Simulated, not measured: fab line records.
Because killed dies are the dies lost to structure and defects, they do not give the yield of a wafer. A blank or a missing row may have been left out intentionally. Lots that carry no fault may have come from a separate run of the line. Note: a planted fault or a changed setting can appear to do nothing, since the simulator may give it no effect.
A single fault, viewed from 2 desks :: flow sfqLine :: only its own numbers are on each desk; what lay behind them is given at the end

AT THE METROLOGY DESK
What the gauges read, lot by lot, whatever tool the lot ran on: means of the sampled wafers that have a number. A lot is out of limits, marked OUT, if its mean lies more than 4 standard deviations from the usual mean; the brackets give that distance.
Columns: A = I1_BOW at SFQ_I1_BOW_MEAS_912, usual 1 um; B = I5_OVL at SFQ_I5_OVL_MEAS_936, usual 0 nm
lot: L957
first seen here: day 13 14:11
A: 1
B: -2

lot: L958
first seen here: day 13 15:07
A: 0
B: 5

lot: L959
first seen here: day 13 21:05
A: -3
B: 2

lot: L961
first seen here: day 14 08:13
A: -7
B: 1

lot: L962
first seen here: day 14 15:09
A: 6
B: -3

lot: L964
first seen here: day 15 02:43
A: 2
B: -7

lot: L965
first seen here: day 15 05:43
A: -4
B: 8

lot: L966
first seen here: day 15 19:26
A: -1
B: -7

lot: L967
first seen here: day 16 03:52
A: 0
B: 2

lot: L971
first seen here: day 17 08:46
A: -2
B: -1

lot: L974
first seen here: day 18 15:51
A: 0
B: -6

lot: L976
first seen here: day 19 06:32
A: 11
B: 8

lot: L978
first seen here: day 19 21:11
A: -1
B: 0

lot: L979
first seen here: day 20 06:12
A: 2
B: 7
Result from this desk: across the 14 lots, nothing is out of limits.

AT THE TOOL OWNER'S DESK: cmp-02
The tool's own readings at SFQ_TRILAYER_I1_CMP_CMP_046 (polishes SiO2): means of the sampled wafers that have a number, for each lot that ran on this tool. A lot is out of limits, marked OUT, if its mean lies more than 4 standard deviations from the usual mean; the brackets give that distance.
Columns: A = motorCurrentA at SFQ_TRILAYER_I1_CMP_CMP_046, usual 10.2 A; B = slurryFlowMlMin at SFQ_TRILAYER_I1_CMP_CMP_046, usual 149.9; C = timeToEndpointS at SFQ_TRILAYER_I1_CMP_CMP_046, usual 212 s
lot: L958
first seen here: day 13 12:35
A: 10.5
B: 150.0
C: 207

lot: L959
first seen here: day 13 18:05
A: 10.7
B: 149.1
C: 217

lot: L962
first seen here: day 14 13:35
A: 10.1
B: 150.2
C: 212

lot: L971
first seen here: day 17 05:43
A: 9.6
B: 149.6
C: 228

lot: L974
first seen here: day 18 13:21
A: 9.5
B: 149.4
C: 246 (+4.5) OUT
This desk finds L974 out of limits, L974 being first, at day 18 13:21 (timeToEndpointS at SFQ_TRILAYER_I1_CMP_CMP_046). In limits: L958, L959, L962, L971.

BROUGHT TOGETHER
An alarm could have come from the tool owner's desk at day 18 13:21, on L974.
Metrology desk: nothing out of limits seen.
The metrology desk has L974 on record, within its limits.
Of the lots named, all ran SFQ_TRILAYER_I1_CMP_CMP_046 on cmp-02.

WHAT THE SIMULATOR PUT IN
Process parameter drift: cmp-02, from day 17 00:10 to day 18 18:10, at SFQ_TRILAYER_I1_CMP_CMP_046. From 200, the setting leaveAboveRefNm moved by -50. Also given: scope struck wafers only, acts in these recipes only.
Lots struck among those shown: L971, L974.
How many hours passed from the start of the fault until each desk's first out-of-limits reading: the tool owner's desk, 37.
